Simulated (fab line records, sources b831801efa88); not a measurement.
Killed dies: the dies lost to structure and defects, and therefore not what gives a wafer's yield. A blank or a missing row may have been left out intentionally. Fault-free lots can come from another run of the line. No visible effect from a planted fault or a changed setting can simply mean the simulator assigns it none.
Chamber matching | flow sky130 | cmp-02 running SKY_CONTACT_CMP_04: 4 sister chambers
The step polishes SiO2. 4 wafers are shown with their chamber, then 7 later ones without.

WAFERS WITH THEIR CHAMBER
wafer  | chamber | motor_current_A (A)
L176.1 | 0       | 11.9
L176.5 | 2       | 10.2
L180.1 | 3       | 11.7
L180.3 | 1       | 11.2

WAFERS WITH NO CHAMBER GIVEN
wafer  | motor_current_A (A)
L180.5 | 11.8
L188.1 | 10.5
L188.3 | 10.8
L188.5 | 11.7
L189.2 | 11.3
L189.4 | 10.6
L189.5 | 11.2

CHAMBER TAKEN BY EACH
wafer  | from the rows above     | in truth
L180.5 | can't be placed: 0 or 3 | 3
L188.1 | can't be placed: 2 or 1 | 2
L188.3 | can't be placed: 1 or 2 | 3
L188.5 | can't be placed: 3 or 0 | 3
L189.2 | can't be placed: 1 or 3 | 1
L189.4 | can't be placed: 2 or 1 | 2
L189.5 | 1                       | 1
Correct placement for 1 of the 7. Unplaceable from these rows: 6, with the true chamber sitting among the candidates in 5. 0 placed wrongly.
How it was worked out, from the rows above alone: a wafer's distance from a chamber is the root of the sum, over the readings, of the square of ((its reading less the chamber's mean) divided by the reading's scatter). The wafer belongs to the nearest chamber; if the next one is less than 2 further off, it can't be placed. Each chamber's mean is taken over the wafers shown for it. The scatter (one wafer shown for each chamber): square how far every hidden wafer sits from the nearest shown wafer, average those squares and take the square root.
